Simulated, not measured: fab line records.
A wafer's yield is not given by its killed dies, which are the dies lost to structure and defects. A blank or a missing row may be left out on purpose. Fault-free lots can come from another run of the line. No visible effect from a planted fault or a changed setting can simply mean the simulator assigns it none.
A struck lot beside a sound one / flow sky130 / 14 out of 708 route steps
Sound: wafers L351.1, L351.2, L351.3. Wafers struck: L349.3, L349.5, L349.6. The cause comes at the end.
Each step with rows lists, per side, the tool, then ch with its chambers, then its first start. Under that, the readings that differ: sound wafers / struck wafers / difference of the means / sigmas: that difference in standard deviations of wafers without a fault.
alike: readings whose means differ by less than 2 such deviations, and words and numbers that are the same on both sides. not compared: withheld readings, readings that some wafer has no value for, bounds like >300 that may hide the same value, and numbers for which the record gives no deviation and whose values overlap.
The two part at a step that has a row with sigmas, a row that says differs or no value, or rows on one side only. Numbers that have no deviation but don't overlap get no sigmas and don't part them. A reading that every wafer of one side lacks parts them only if that side has two wafers or more.

SKY_METAL4_SPUTTER_04: material TiN, target thk 70 nm, time 58.3 s.
  sound: pvd sputter-01 at day 42 21:55; struck: pvd sputter-01 at day 42 07:05
  alike: throttle valve pct
SKY_CAP2M_CVD_00: deposits SiO2, target thk 15.5 nm.
  sound on pecvd-03 ch 0,2, day 42 21:58; struck on pecvd-04 ch 0,1, day 42 07:08
  alike: heater power w
SKY_CAP2M_THK_MEAS_01:
  sound: film metro-04 at day 42 21:59; struck: film metro-02 at day 42 07:11
  alike: CAP2M_CVD_00_THK
SKY_CAP2M_SPUTTER_02: material TiN, target thk 200 nm, time 166.7 s.
  sound: pvd sputter-02 at day 42 22:03; struck: pvd sputter-02 at day 42 07:13
  alike: throttle valve pct
SKY_CAP2M_RS_MEAS_03: a four-point-probe measurement.
  sound: film metro-03 at day 42 22:10; struck: film metro-03 at day 42 07:22
  alike: CAP2M_TIN_RS
SKY_CAP2M_THK_MEAS_04: measures by xrf.
  sound: film metro-03 at day 42 22:17; struck: film metro-03 at day 42 07:28
  alike: CAP2M_TIN_THK
then, 6 steps without rows for these wafers: SKY_CAP2M_DEHYDRATE_05 (time 60 s); SKY_CAP2M_HMDS_06 (prime time 60 s); SKY_CAP2M_COAT_07 (resist thk 1140 nm); SKY_CAP2M_SOFTBAKE_08 (time 60 s); SKY_CAP2M_EXPOSE_09 (exposes mask CAP2M, target cd 1000 nm); SKY_CAP2M_PEB_10.
SKY_CAP2M_DEVELOP_11: develop time 60 s.
  struck on litho track-03, day 43 06:03; sound on litho track-03 ch 0, day 43 20:06
  no value came back on the struck wafers for chill plate temp C (C), develop time s (s); on the sound wafers chill plate temp C (C) reads 22.80 22.96 22.96
SKY_CAP2M_OVL_MEAS_12:
  sound: overlay-01 at day 43 20:15; struck: overlay-01 at day 43 06:10
reading=CAP2M_OVL (nm); sound=0.4 -1.8 -0.6; struck=- - -; difference=no value on the struck wafers; sigmas=

WHERE THEY PART
Earliest at SKY_CAP2M_DEVELOP_11; latest, in this record, at SKY_CAP2M_OVL_MEAS_12.

WHY: whatever the simulator had introduced
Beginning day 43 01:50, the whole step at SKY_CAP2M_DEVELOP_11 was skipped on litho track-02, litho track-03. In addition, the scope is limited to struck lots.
